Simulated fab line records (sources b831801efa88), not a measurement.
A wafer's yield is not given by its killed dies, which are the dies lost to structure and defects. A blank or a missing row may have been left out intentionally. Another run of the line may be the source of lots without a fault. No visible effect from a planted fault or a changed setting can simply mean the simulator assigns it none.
fab line records	flow sky130
record: lots: 7	wafers: 21	last-day: 49
route steps=708 shown FIELD_ISO@1 PAD_OPEN@708
lots with no fault: from the same line, run without faults
start-h: start of the lot's first displayed wafer, in hours after the record's first day	wait-h: hours since the lot's step before	" identical to the entry in the row above	L1.1+2: a single row standing in for several wafers	- no value, or no start given	* or withheld: withheld	< > ~ a bound
route shown NAME@n: a module of which the file shows steps, and the number in the route of the first	usual: mean and standard deviation over wafers with no fault	same: alike in all rows	chamber/n: place in a boat	sites: each site's reading	_std_site: their standard deviation	_edge_site: the outer-site mean with the inner-site mean subtracted	radius-mm: for every site, how far away it sits from the centre of the wafer	mask NAME#n: copy n	behind: the last tool/chamber to shape the wafer	hold: why the lot was held/for how many hours/how that ended	device: the transistor (n, p or np) that didn't switch	end of line: tests run on the same wafers once the route is complete	for a step that has no rows: nothing shown but its recipe	killed: dies lost to structure and defects at the first sort, not the wafer's yield	map: shows each die of a wafer: x if killed, . if not, _ if none is there
set.NAME: the setting the step ran with; set.NAME@STEP: the setting that earlier step ran with	model.NAME: the simulator's own value behind a step, which no gauge read
lots at selected steps of the route; one table per step, one row per wafer
services: a tool's chamber out of use, with start hour (start-h, from the record's first day; less than 0 if before it), hours out, and reason
== steps ==
step: SKY_FIELD_ISO_BOW_MEAS_00
recipe: mode: bow
usual: INCOMING_BOW: 0/6.2
lot.wafer	tool	chamber	start-h	wait-h	INCOMING_BOW[um]
L181.2	film-metro-03	-	10.02	-	8
L181.4	"	-	"	"	0
L181.5	"	-	"	"	3
L184.1	film-metro-04	-	25.00	-	-4
L184.5	"	-	"	"	-4
L184.6	"	-	"	"	8
L187.4	film-metro-03	-	40.06	-	15
L187.5	"	-	"	"	1
L187.6	"	-	"	"	-3
L191.1	film-metro-03	-	60.00	-	4
L191.2	"	-	"	"	7
L191.6	"	-	"	"	-2
L192.1	film-metro-04	-	65.00	-	-2
L192.4	"	-	"	"	-2
L192.6	"	-	"	"	2
L198.1	film-metro-03	-	95.00	-	-2
L198.3	"	-	"	"	-4
L198.5	"	-	"	"	8
L200.1	film-metro-02	-	105.00	-	-1
L200.2	"	-	"	"	5
L200.6	"	-	"	"	10
step: SKY_FIELD_ISO_OXIDATION_01
recipe: temp-c: 900	ambient: O2	stabilise-s: 600	purge-s: 300	target-thk-a: 120	ox-time-s: 1843
step: SKY_FIELD_ISO_THK_MEAS_02
recipe: reads: SiO2_of_FIELD_ISO_OXIDATION_01
usual: FIELD_ISO_OXIDATION_00_THK: 12.12/0.2
lot.wafer	tool	chamber	start-h	wait-h	FIELD_ISO_OXIDATION_00_THK[nm]
L181.2	film-metro-03	-	11.64	0.0	12.19
L181.4	"	-	"	"	11.96
L181.5	"	-	"	"	11.79
L184.1	film-metro-03	-	27.74	0.0	11.96
L184.5	"	-	"	"	12.08
L184.6	"	-	"	"	11.91
L187.4	film-metro-03	-	43.10	0.0	12.17
L187.5	"	-	"	"	12.12
L187.6	"	-	"	"	12.03
L191.1	film-metro-03	-	62.30	0.0	12.06
L191.2	"	-	"	"	11.99
L191.6	"	-	"	"	11.89
L192.1	film-metro-04	-	67.13	0.0	11.72
L192.4	"	-	"	"	11.65
L192.6	"	-	"	"	11.63
L198.1	film-metro-02	-	97.30	0.0	12.37
L198.3	"	-	"	"	12.13
L198.5	"	-	"	"	12.35
L200.1	film-metro-03	-	106.63	0.0	12.28
L200.2	"	-	"	"	12.20
L200.6	"	-	"	"	12.39
step: SKY_FIELD_ISO_CVD_03
recipe: material: Si3N4	precursor: DCS/NH3	target-thk-nm: 165	temp-c: 770	time-s: 2830	pressure-mtorr: 250
step: SKY_FIELD_ISO_THK_MEAS_04
recipe: reads: Si3N4_of_FIELD_ISO_CVD_03
usual: FIELD_ISO_CVD_03_THK: 164.8/1.6
lot.wafer	tool	chamber	start-h	wait-h	FIELD_ISO_CVD_03_THK[nm]
L181.2	film-metro-04	-	13.63	0.0	164.6
L181.4	"	-	"	"	164.6
L181.5	"	-	"	"	164.5
L184.1	film-metro-02	-	29.58	0.0	165.7
L184.5	"	-	"	"	164.2
L184.6	"	-	"	"	164.0
L187.4	film-metro-03	-	45.47	0.0	163.4
L187.5	"	-	"	"	163.4
L187.6	"	-	"	"	162.1
L191.1	film-metro-02	-	65.06	0.0	163.4
L191.2	"	-	"	"	163.9
L191.6	"	-	"	"	164.0
L192.1	film-metro-04	-	68.98	0.0	164.5
L192.4	"	-	"	"	164.9
L192.6	"	-	"	"	165.9
L198.1	film-metro-04	-	100.37	0.0	168.3
L198.3	"	-	"	"	169.4
L198.5	"	-	"	"	167.9
L200.1	film-metro-03	-	108.48	0.0	163.2
L200.2	"	-	"	"	163.3
L200.6	"	-	"	"	163.6
step: SKY_FIELD_ISO_DEHYDRATE_05
recipe: temp-c: 200	time-s: 60
step: SKY_FIELD_ISO_HMDS_06
recipe: prime-time-s: 60	prime-temp-c: 120
step: SKY_FIELD_ISO_COAT_07
recipe: resist: BARC	temp-c: withheld	time-s: withheld	spin-rpm: 3000	resist-thk-nm: 60
step: SKY_FIELD_ISO_COAT_08
recipe: resist: KrF-thick	spin-rpm: 3000	resist-thk-nm: 450
step: SKY_FIELD_ISO_SOFTBAKE_09
recipe: temp-c: 100	time-s: 90	resist: KrF-thick
step: SKY_FIELD_ISO_EXPOSE_10
recipe: mask-id: FOM	na: 0.68	source-shape: annular	sigma-inner: 0.4	sigma-outer: 0.8	target-cd-nm: 150	dose-mj: 28
same: sigma-outer: 0.8
lot.wafer	tool	chamber	start-h	wait-h	mask
L181.2+4+5	krf-scanner-01	0	21.07	-	FOM#0
L184.1+5+6	krf-scanner-02	0	37.84	-	FOM#0
L187.4+5+6	krf-scanner-01	0	53.47	-	FOM#0
L191.1+2+6	krf-scanner-01	0	74.23	-	FOM#0
L192.1+4+6	krf-scanner-01	0	77.96	-	FOM#0
L198.1+3+5	krf-scanner-02	0	109.73	-	FOM#0
L200.1+2+6	krf-scanner-02	0	117.90	-	FOM#0
step: SKY_FIELD_ISO_PEB_11
recipe: peb-temp-c: withheld	peb-time-s: withheld	resist: KrF-thick
step: SKY_FIELD_ISO_DEVELOP_12
recipe: develop-time-s: 60	resist: KrF-thick	dev-temp-c: 21
step: SKY_FIELD_ISO_CD_MEAS_13
recipe: target-cd-nm: 150
usual: cd-nm: 149.7/1.6
lot.wafer	tool	chamber	start-h	wait-h	cd-nm
L181.2	cd-sem-02	-	27.80	-	145.6
L181.4	"	-	"	"	147.2
L181.5	"	-	"	"	146.4
L184.1	cd-sem-01	-	45.48	-	149.0
L184.5	"	-	"	"	149.4
L184.6	"	-	"	"	148.6
L187.4	cd-sem-01	-	60.97	-	149.3
L187.5	"	-	"	"	54.6
L187.6	"	-	"	"	149.0
L191.1	cd-sem-02	-	82.76	-	52.7
L191.2	"	-	"	"	147.7
L191.6	"	-	"	"	147.2
L192.1	cd-sem-02	-	86.36	-	54.9
L192.4	"	-	"	"	149.3
L192.6	"	-	"	"	152.1
L198.1	cd-sem-01	-	119.13	-	153.3
L198.3	"	-	"	"	152.3
L198.5	"	-	"	"	150.9
L200.1	cd-sem-02	-	127.66	-	148.8
L200.2	"	-	"	"	149.7
L200.6	"	-	"	"	148.5
step: SKY_FIELD_ISO_ETCH_14
recipe: chemistry: N2/H2	target: BARC	ion-energy-ev: 200	source-w: 500	bias-w: 100	pressure-mtorr: 30	n2-flow-sccm: 100	h2-flow-sccm: 200	stop-on: SiO2	time-s: 45.9	target-depth-a: 600
usual: chamber-pressure-mTorr: 29.998/0.03	drypump-motor-current-A: 5.61/0.26	oes-product-au: 0.855/0.0048	throttle-valve-pct: 13.225/0.0094
lot.wafer	tool	chamber	start-h	wait-h	chamber-pressure-mTorr	drypump-motor-current-A	oes-product-au	rf-hours-counter-h	throttle-valve-pct	model.FIELD_ISO.cd-nm
L181.2	rie-diel-04	2	27.90	0.1	29.998	5.77	0.864	77	13.239	144.7
L181.4	"	2	"	"	30.027	5.74	0.846	-	13.218	145.9
L181.5	"	3	"	"	30.008	5.46	0.855	-	13.224	147.3
L184.1	rie-diel-01	3	45.60	0.1	29.934	5.39	0.851	39	13.224	147.9
L184.5	"	1	"	"	29.998	5.63	0.861	-	13.224	150.1
L184.6	"	0	"	"	30.010	5.83	0.855	-	13.240	147.9
L187.4	rie-diel-01	0	61.03	0.0	30.018	5.82	0.849	1	13.208	148.6
L187.5	"	2	"	"	30.015	6.25	0.853	-	13.214	52.32
L187.6	"	3	"	"	29.996	5.41	0.854	-	13.249	148
L191.1	rie-diel-02	2	82.88	0.1	29.989	5.42	0.849	16	13.216	53.59
L191.2	"	3	"	"	30.003	5.71	0.860	2	13.235	148.7
L191.6	"	1	"	"	30.019	5.56	0.859	-	13.222	147.5
L192.1	rie-diel-01	2	86.48	0.1	30.053	6.24	0.857	1	13.227	52.71
L192.4	"	1	"	"	29.996	5.58	0.848	3	13.233	150.9
L192.6	"	1	"	"	29.960	5.57	0.851	-	13.219	153
L198.1	rie-diel-01	3	119.25	0.1	29.968	5.42	0.856	41	13.232	152.8
L198.3	"	0	"	"	29.987	5.81	0.860	2	13.211	151.9
L198.5	"	2	"	"	29.978	6.24	0.862	-	13.223	149.1
L200.1	rie-diel-01	1	127.78	0.1	29.994	5.58	0.860	3	13.223	149.4
L200.2	"	0	"	"	30.043	5.85	0.852	2	13.219	149.8
L200.6	"	0	"	"	29.971	5.86	0.859	-	13.247	148.7
step: SKY_FIELD_ISO_ETCH_15
recipe: chemistry: CHF3/O2	target-depth-nm: 180	stop-on: Si	source-w: 600	bias-w: 200	pressure-mtorr: 40	chf3-flow-sccm: 50	O2_flow_sccm: 5	time-s: 72
usual: chamber-pressure-mTorr: 40.00/0.036	drypump-motor-current-A: 5.60/0.26	oes-product-au: 0.945/0.0072	throttle-valve-pct: 8.844/0.0091
lot.wafer	tool	chamber	start-h	wait-h	chamber-pressure-mTorr	drypump-motor-current-A	oes-product-au	rf-hours-counter-h	throttle-valve-pct
L181.2	rie-diel-04	2	27.94	0.0	40.02	5.74	0.942	77	8.847
L181.4	"	2	"	"	40.01	5.77	0.949	-	8.840
L181.5	"	3	"	"	40.02	5.42	0.937	-	8.828
L184.1	rie-diel-01	3	45.64	0.0	39.98	5.40	0.946	39	8.854
L184.5	"	1	"	"	40.00	5.54	0.939	-	8.845
L184.6	"	0	"	"	40.01	5.84	0.947	-	8.843
L187.4	rie-diel-01	0	61.07	0.0	39.98	5.83	0.947	1	8.843
L187.5	"	2	"	"	39.99	6.24	0.941	-	8.845
L187.6	"	3	"	"	39.97	5.41	0.937	-	8.847
L191.1	rie-diel-02	2	82.92	0.0	39.98	5.45	0.937	16	8.836
L191.2	"	3	"	"	40.01	5.74	0.938	2	8.840
L191.6	"	1	"	"	39.96	5.67	0.935	-	8.854
L192.1	rie-diel-01	2	86.52	0.0	40.03	6.23	0.943	1	8.853
L192.4	"	1	"	"	39.99	5.53	0.944	3	8.844
L192.6	"	1	"	"	39.99	5.58	0.944	-	8.834
L198.1	rie-diel-01	3	119.29	0.0	39.96	5.42	0.965	41	8.858
L198.3	"	0	"	"	39.99	5.81	0.959	2	8.858
L198.5	"	2	"	"	39.94	6.24	0.952	-	8.856
L200.1	rie-diel-01	1	127.82	0.0	40.03	5.56	0.939	3	8.861
L200.2	"	0	"	"	40.01	5.80	0.943	2	8.837
L200.6	"	0	"	"	40.01	5.81	0.948	-	8.821
step: SKY_FIELD_ISO_STRIP_16
recipe: chemistry: O2/N2	power-w: 1400	pressure-mtorr: 1500	platen-temp-c: withheld	o2-flow-sccm: 3000	n2-flow-sccm: 300	overash-fraction: 0.5
usual: chamber-pressure-mTorr: 1499.9/1.4	drypump-motor-current-A: 5.9/0.35	oes-product-au: 0.379/0.005	strip-time-to-endpoint-s: 3.55/0.042
lot.wafer	tool	chamber	start-h	wait-h	chamber-pressure-mTorr	drypump-motor-current-A	oes-product-au	rf-hours-counter-h	strip-time-to-endpoint-s
L181.2	plasma-asher-02	0	28.00	0.0	1500.0	5.7	0.379	35	3.63
L181.4	"	1	"	"	1501.7	6.1	0.380	-	3.63
L181.5	"	0	"	"	1499.7	5.7	0.369	-	3.48
L184.1	plasma-asher-01	0	45.69	0.0	1495.9	5.2	0.376	37	3.51
L184.5	"	0	"	"	1501.0	5.2	0.374	-	3.54
L184.6	"	1	"	"	1498.2	5.7	0.375	-	3.54
L187.4	plasma-asher-02	0	61.16	0.1	1500.7	5.7	0.381	-	3.52
L187.5	"	0	"	"	1499.8	5.7	0.379	-	3.55
L187.6	"	1	"	"	1500.7	6.1	0.371	-	3.52
L191.1	plasma-asher-02	0	82.98	0.0	1499.5	5.7	0.378	40	3.54
L191.2	"	1	"	"	1498.2	6.1	0.373	40	3.56
L191.6	"	1	"	"	1500.7	6.1	0.377	-	3.53
L192.1	plasma-asher-02	0	86.58	0.0	1501.3	5.7	0.380	40	3.50
L192.4	"	1	"	"	1499.4	6.1	0.372	-	3.56
L192.6	"	0	"	"	1499.0	5.7	0.374	-	3.53
L198.1	plasma-asher-03	0	119.34	0.0	1498.0	6.3	0.374	29	3.53
L198.3	"	1	"	"	1500.9	6.5	0.379	-	3.53
L198.5	"	0	"	"	1501.0	6.2	0.376	-	3.50
L200.1	plasma-asher-02	1	127.88	0.0	1497.8	6.1	0.375	45	3.59
L200.2	"	0	"	"	1498.7	5.7	0.382	45	3.54
L200.6	"	1	"	"	1499.6	6.1	0.371	-	3.54
step: SKY_FIELD_ISO_ETCH_17
recipe: target-depth-a: 3420	mask-material: Si3N4	chemistry: HBr/Cl2/O2	target: Si	taper-deg: 5	icp-w: 600	bias-w: 150	pressure-mtorr: 15	HBr_flow_sccm: 150	Cl2_flow_sccm: 40	O2_flow_sccm: 6	time-s: 97.7
usual: chamber-pressure-mTorr: 14.999/0.013	drypump-motor-current-A: 5.9/0.47	oes-product-au: 1.001/0.0097	throttle-valve-pct: 25.654/0.012
lot.wafer	tool	chamber	start-h	wait-h	chamber-pressure-mTorr	drypump-motor-current-A	oes-product-au	rf-hours-counter-h	throttle-valve-pct	model.FIELD_ISO.cd-nm
L181.2	rie-si-01	3	28.10	0.1	15.009	6.1	1.005	109	25.653	145.2
L181.4	"	0	"	"	15.010	6.4	0.990	42	25.675	147.1
L181.5	"	2	"	"	15.021	5.4	1.007	-	25.659	149.3
L184.1	rie-si-01	0	45.79	0.1	14.994	6.4	0.992	42	25.664	146.6
L184.5	"	3	"	"	15.010	6.1	1.011	-	25.649	148.4
L184.6	"	2	"	"	15.027	5.4	0.995	-	25.665	148.5
L187.4	rie-si-01	2	61.23	0.0	14.994	5.4	1.002	103	25.667	148
L187.5	"	2	"	"	15.004	5.4	1.009	-	25.651	51.8
L187.6	"	1	"	"	15.002	6.3	0.998	-	25.646	148.3
L191.1	rie-si-01	1	83.08	0.1	15.006	6.3	0.991	17	25.649	53.69
L191.2	"	3	"	"	15.010	6.1	1.007	109	25.635	148
L191.6	"	3	"	"	14.992	6.1	1.010	-	25.627	146.7
L192.1	rie-si-02	2	86.68	0.1	15.004	6.5	0.985	141	25.656	51.12
L192.4	"	0	"	"	14.983	5.1	1.002	3	25.654	149.3
L192.6	"	3	"	"	15.021	5.5	1.012	-	25.639	151.8
L198.1	rie-si-02	0	119.44	0.1	15.023	5.1	0.998	3	25.664	152.7
L198.3	"	3	"	"	15.013	5.5	1.008	4	25.651	151.2
L198.5	"	3	"	"	15.008	5.5	1.006	-	25.659	149.2
L200.1	rie-si-01	0	127.98	0.1	15.015	6.4	1.005	43	25.647	147.4
L200.2	"	3	"	"	14.996	6.1	1.005	109	25.666	149.7
L200.6	"	0	"	"	14.982	6.4	0.997	-	25.654	148.5
step: SKY_FIELD_ISO_WET_ETCH_18
recipe: chemistry: H3PO4	target-depth-nm: 25	temp-c: 160	target: Si3N4	time-s: 286
step: SKY_PAD_OPEN_PROBE_99
usual: killed_at_M0_to_M3: 43/6.7	killed_at_M4_up: 3.2/2.1	killed-at-contacts: 25/5.9	killed-at-front-end: 16/4.7	killed-at-other: 0.3/0.54	killed-dies: 87/9.8	killed-on-rim: 17/3.7	killed-open: 47/6.7	killed-short: 40/6.5
same: gross-dies: 492	killed-at-back-side: 0
lot.wafer	tool	chamber	start-h	wait-h	killed_at_M0_to_M3	killed_at_M4_up	killed-at-contacts	killed-at-front-end	killed-at-other	killed-dies	killed-on-rim	killed-open	killed-short
L181.2	prober-02	-	1089.31	0.1	48	5	19	8	0	80	16	50	30
L181.4	prober-02	-	1089.41	0.2	41	1	18	13	2	75	15	41	34
L181.5	prober-02	-	1089.46	0.2	51	2	29	14	1	97	17	50	47
L184.1	prober-02	-	1101.51	0.1	36	0	23	12	0	71	16	44	27
L184.5	prober-02	-	1101.71	0.2	33	7	32	13	0	85	14	44	41
L184.6	prober-02	-	1101.76	0.2	44	5	15	23	0	87	14	46	41
L187.4	prober-02	-	1119.39	0.2	43	2	27	16	0	88	13	46	41
L187.5	prober-02	-	1119.44	0.2	39	4	22	427	0	492	96	42	44
L187.6	prober-02	-	1119.49	0.2	42	1	22	16	0	81	15	41	38
L191.1	prober-02	-	1145.13	0.1	42	3	24	423	0	492	96	42	43
L191.2	prober-02	-	1145.18	0.1	42	1	17	22	0	82	15	50	32
L191.6	prober-02	-	1145.38	0.2	42	5	29	24	0	100	14	51	48
L192.1	prober-01	-	1148.40	0.1	27	5	29	431	0	492	96	41	31
L192.4	prober-01	-	1148.55	0.2	47	5	19	18	1	90	22	57	32
L192.6	prober-01	-	1148.65	0.2	46	4	11	21	0	82	14	48	34
L198.1	prober-01	-	1175.65	0.1	48	3	26	19	1	97	24	52	45
L198.3	prober-01	-	1175.75	0.2	35	2	21	17	0	75	17	47	28
L198.5	prober-01	-	1175.85	0.2	43	4	35	19	0	101	24	61	40
L200.1	prober-01	-	1184.74	0.1	36	7	35	14	0	92	21	51	41
L200.2	prober-01	-	1184.79	0.1	44	0	26	16	0	86	20	51	35
L200.6	prober-01	-	1184.99	0.2	46	5	34	21	0	106	16	63	43
killed by level:class
L181.2 VIA1:geometric-particle:open=13 VIA2:geometric-particle:open=9 CONTACT:geometric-particle:open=9 VIA3:geometric-particle:open=6 LI_CONTACT:geometric-particle:short=4 METAL3:geometric-particle:short=4 METAL1:geometric-particle:open=4 VIA2:geometric-particle:short=4
L181.4 METAL1:geometric-particle:short=9 CONTACT:geometric-particle:open=7 VIA1:geometric-particle:open=6 LI_CONTACT:geometric-particle:open=6 VIA3:geometric-particle:open=5 FIELD_ISO:geometric-particle:short=4 POLY_GATE:geometric-particle:open=4 VIA2:geometric-particle:short=4
L181.5 CONTACT:geometric-particle:open=11 VIA2:geometric-particle:open=10 METAL2:geometric-particle:short=8 LI_CONTACT:geometric-particle:open=6 CONTACT:geometric-particle:short=6 METAL1:geometric-particle:open=6 VIA1:geometric-particle:open=5 METAL3:geometric-particle:short=5
L184.1 CONTACT:geometric-particle:open=13 VIA1:geometric-particle:open=10 METAL2:geometric-particle:short=5 VIA3:geometric-particle:open=5 VIA2:geometric-particle:short=4 VIA2:geometric-particle:open=4 LI_CONTACT:geometric-particle:short=3 LI_CONTACT:geometric-particle:open=3
L184.5 LI_CONTACT:geometric-particle:open=10 VIA1:geometric-particle:open=9 CONTACT:geometric-particle:open=7 CONTACT:geometric-particle:short=6 POLY_GATE:geometric-particle:short=5 METAL4:geometric-particle:short=5 LOCAL_INTERCONNECT:geometric-particle:short=5 VIA2:geometric-particle:open=5
L184.6 VIA1:geometric-particle:open=10 VIA2:geometric-particle:open=7 VIA3:geometric-particle:open=7 CONTACT:geometric-particle:open=6 FIELD_ISO:geometric-particle:open=5 POLY_GATE:geometric-particle:short=5 LOCAL_INTERCONNECT:geometric-particle:short=5 VIA1:geometric-particle:short=5
L187.4 VIA1:geometric-particle:open=14 CONTACT:geometric-particle:short=10 METAL1:geometric-particle:short=9 LI_CONTACT:geometric-particle:open=8 FIELD_ISO:geometric-particle:short=4 CONTACT:geometric-particle:open=4 VIA3:geometric-particle:open=4 FIELD_ISO:geometric-particle:open=3
L187.5 FIELD_ISO:area-expose=403 VIA1:geometric-particle:open=10 LI_CONTACT:geometric-particle:open=9 FIELD_ISO:geometric-particle:short=7 VIA3:geometric-particle:open=7 VIA1:geometric-particle:short=5 LI_CONTACT:geometric-particle:short=5 METAL1:geometric-particle:short=5
L187.6 LI_CONTACT:geometric-particle:open=8 METAL1:geometric-particle:short=7 VIA1:geometric-particle:short=7 POLY_GATE:geometric-particle:open=6 VIA1:geometric-particle:open=6 VIA3:geometric-particle:open=6 CONTACT:geometric-particle:open=5 LOCAL_INTERCONNECT:geometric-particle:short=4
L191.1 FIELD_ISO:area-expose=406 CONTACT:geometric-particle:open=9 VIA2:geometric-particle:open=9 CONTACT:geometric-particle:short=7 METAL2:geometric-particle:short=7 VIA1:geometric-particle:short=6 VIA3:geometric-particle:open=6 POLY_GATE:geometric-particle:short=5
L191.2 VIA1:geometric-particle:open=10 FIELD_ISO:geometric-particle:open=8 VIA2:geometric-particle:open=8 FIELD_ISO:geometric-particle:short=7 VIA1:geometric-particle:short=7 VIA3:geometric-particle:open=6 LI_CONTACT:geometric-particle:open=5 CONTACT:geometric-particle:open=5
L191.6 VIA1:geometric-particle:open=15 METAL2:geometric-particle:short=9 FIELD_ISO:geometric-particle:short=8 CONTACT:geometric-particle:open=8 VIA2:geometric-particle:open=7 LI_CONTACT:geometric-particle:open=6 CONTACT:geometric-particle:short=6 LOCAL_INTERCONNECT:geometric-particle:short=5
L192.1 FIELD_ISO:area-expose=420 CONTACT:geometric-particle:open=12 LI_CONTACT:geometric-particle:open=9 VIA1:geometric-particle:open=6 METAL1:geometric-particle:short=5 CONTACT:geometric-particle:short=4 VIA2:geometric-particle:open=4 FIELD_ISO:geometric-particle:open=3
L192.4 VIA1:geometric-particle:open=18 VIA1:geometric-particle:short=8 CONTACT:geometric-particle:open=7 FIELD_ISO:geometric-particle:open=6 LI_CONTACT:geometric-particle:open=6 VIA2:geometric-particle:open=6 POLY_GATE:geometric-particle:open=4 FIELD_ISO:geometric-particle:short=3
L192.6 VIA1:geometric-particle:open=12 FIELD_ISO:geometric-particle:open=10 VIA2:geometric-particle:open=9 METAL4:geometric-particle:short=4 VIA1:geometric-particle:short=4 VIA2:geometric-particle:short=4 FIELD_ISO:geometric-particle:short=3 LI_CONTACT:geometric-particle:open=3
L198.1 VIA1:geometric-particle:open=12 CONTACT:geometric-particle:open=11 METAL1:geometric-particle:short=11 POLY_GATE:geometric-particle:short=9 LI_CONTACT:geometric-particle:open=7 VIA3:geometric-particle:open=7 FIELD_ISO:geometric-particle:open=5 CONTACT:geometric-particle:short=5
L198.3 CONTACT:geometric-particle:open=11 VIA1:geometric-particle:open=8 VIA2:geometric-particle:open=7 VIA3:geometric-particle:open=7 POLY_GATE:geometric-particle:short=6 FIELD_ISO:geometric-particle:open=4 CONTACT:geometric-particle:short=3 VIA1:geometric-particle:short=3
L198.5 CONTACT:geometric-particle:open=18 VIA1:geometric-particle:open=14 LI_CONTACT:geometric-particle:open=9 POLY_GATE:geometric-particle:short=7 CONTACT:geometric-particle:short=5 VIA2:geometric-particle:open=5 VIA1:geometric-particle:short=5 POLY_GATE:geometric-particle:open=4
L200.1 CONTACT:geometric-particle:open=10 LI_CONTACT:geometric-particle:open=9 LOCAL_INTERCONNECT:geometric-particle:short=9 VIA1:geometric-particle:open=8 VIA2:geometric-particle:open=7 METAL4:geometric-particle:short=7 FIELD_ISO:geometric-particle:short=5 VIA3:geometric-particle:open=5
L200.2 LI_CONTACT:geometric-particle:open=13 VIA3:geometric-particle:open=9 VIA1:geometric-particle:open=8 VIA2:geometric-particle:open=7 FIELD_ISO:geometric-particle:short=6 VIA1:geometric-particle:short=6 CONTACT:geometric-particle:open=6 FIELD_ISO:geometric-particle:open=5
L200.6 VIA2:geometric-particle:open=13 LI_CONTACT:geometric-particle:open=11 CONTACT:geometric-particle:open=11 POLY_GATE:geometric-particle:short=9 CONTACT:geometric-particle:short=9 VIA3:geometric-particle:open=6 METAL1:geometric-particle:open=5 VIA1:geometric-particle:open=5
map L187.5 (x killed, . not)
__________xxxxxxxxxx_________
________xxxxxxxxxxxxxx_______
______xxxxxxxxxxxxxxxxxx_____
_____xxxxxxxxxxxxxxxxxxxx____
____xxxxxxxxxxxxxxxxxxxxxx___
___xxxxxxxxxxxxxxxxxxxxxxxx__
__xxxxxxxxxxxxxxxxxxxxxxxxxx_
_xxxxxxxxxxxxxxxxxxxxxxxxxxxx
_xxxxxxxxxxxxxxxxxxxxxxxxxxxx
_xxxxxxxxxxxxxxxxxxxxxxxxxxxx
_xxxxxxxxxxxxxxxxxxxxxxxxxxxx
_xxxxxxxxxxxxxxxxxxxxxxxxxxxx
_xxxxxxxxxxxxxxxxxxxxxxxxxxxx
_xxxxxxxxxxxxxxxxxxxxxxxxxxxx
_xxxxxxxxxxxxxxxxxxxxxxxxxxxx
__xxxxxxxxxxxxxxxxxxxxxxxxxx_
___xxxxxxxxxxxxxxxxxxxxxxxx__
____xxxxxxxxxxxxxxxxxxxxxx___
_____xxxxxxxxxxxxxxxxxxxx____
______xxxxxxxxxxxxxxxxxx_____
________xxxxxxxxxxxxxx_______
__________xxxxxxxxxx_________
map L191.1 (x killed, . not)
__________xxxxxxxxxx_________
________xxxxxxxxxxxxxx_______
______xxxxxxxxxxxxxxxxxx_____
_____xxxxxxxxxxxxxxxxxxxx____
____xxxxxxxxxxxxxxxxxxxxxx___
___xxxxxxxxxxxxxxxxxxxxxxxx__
__xxxxxxxxxxxxxxxxxxxxxxxxxx_
_xxxxxxxxxxxxxxxxxxxxxxxxxxxx
_xxxxxxxxxxxxxxxxxxxxxxxxxxxx
_xxxxxxxxxxxxxxxxxxxxxxxxxxxx
_xxxxxxxxxxxxxxxxxxxxxxxxxxxx
_xxxxxxxxxxxxxxxxxxxxxxxxxxxx
_xxxxxxxxxxxxxxxxxxxxxxxxxxxx
_xxxxxxxxxxxxxxxxxxxxxxxxxxxx
_xxxxxxxxxxxxxxxxxxxxxxxxxxxx
__xxxxxxxxxxxxxxxxxxxxxxxxxx_
___xxxxxxxxxxxxxxxxxxxxxxxx__
____xxxxxxxxxxxxxxxxxxxxxx___
_____xxxxxxxxxxxxxxxxxxxx____
______xxxxxxxxxxxxxxxxxx_____
________xxxxxxxxxxxxxx_______
__________xxxxxxxxxx_________
== services ==
tool	chamber	start-h	hours	kind
rie-diel-01	-	1.85	14.6	pm
krf-scanner-02	-	3.52	1.0	pm
rie-diel-04	1	22.00	10.4	repair
rie-diel-01	2	42.19	-	clean
rie-diel-01	2	42.19	17.5	scheduled-down
rie-diel-01	2	42.19	17.5	vent-cycle
rie-diel-02	3	51.47	9.7	repair
krf-scanner-01	-	56.90	4.6	repair
plasma-asher-03	-	61.59	1.3	repair
krf-scanner-01	-	68.60	3.6	pm
rie-diel-02	0	69.72	-	clean
rie-diel-02	0	69.72	17.2	scheduled-down
rie-diel-02	0	69.72	17.2	vent-cycle
rie-diel-04	0	81.75	-	clean
rie-si-02	-	97.69	1.7	repair
krf-scanner-02	-	102.17	0.8	pm
krf-scanner-01	-	103.64	1.3	pm
krf-scanner-02	0	106.56	-	calibration
plasma-asher-01	-	108.75	9.0	pm
krf-scanner-01	-	109.93	0.8	pm
rie-diel-02	1	110.48	8.6	repair
rie-si-02	-	115.78	0.5	repair
krf-scanner-01	0	123.02	-	calibration
krf-scanner-02	-	123.61	3.6	pm
== key ==
first-sign: step: SKY_FIELD_ISO_CD_MEAS_13	reading: cd-nm	direction: down	sigmas: 61	usual: 149.7	struck: 54.1
effect: step: SKY_PAD_OPEN_PROBE_99	reading: killed-at-front-end	direction: up	sigmas: 88	usual: 16	struck: 427
model-effect: step: SKY_FIELD_ISO_ETCH_14	value: FIELD_ISO.cd-nm	without: 148.4	struck: 52.87
model-effect: step: SKY_FIELD_ISO_ETCH_17	value: FIELD_ISO.cd-nm	without: 147.7	struck: 52.2
more-kills-born-at: SKY_FIELD_ISO_EXPOSE_10@krf-scanner-01: 1229
met-at SKY_FIELD_ISO_EXPOSE_10
struck-wafers L187.5,L191.1,L192.1
later-rows-left-out L187.5,L191.1,L192.1
tester-left-out L187,L191,L192
onset-between 21.07 53.47
fault: kind: process-parameter-drift	tool: krf-scanner-01	chamber: -	onset-h: 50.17	steps: SKY_FIELD_ISO_EXPOSE_10	channel: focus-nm	offset: 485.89	shape: step	end-h: 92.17	scope: struck-wafers-only
tester-left-out: of these lots the tester's yield and bins aren't shown, on N5 and GAA mostly nor the transistor test; their killed dies are dies lost to structure and defects alone, not to doping, threshold or leakage, so they don't give the yield
later-rows-left-out: the simulator's readings of these wafers behind a module that went badly wrong aren't trusted and aren't shown, but for the sort
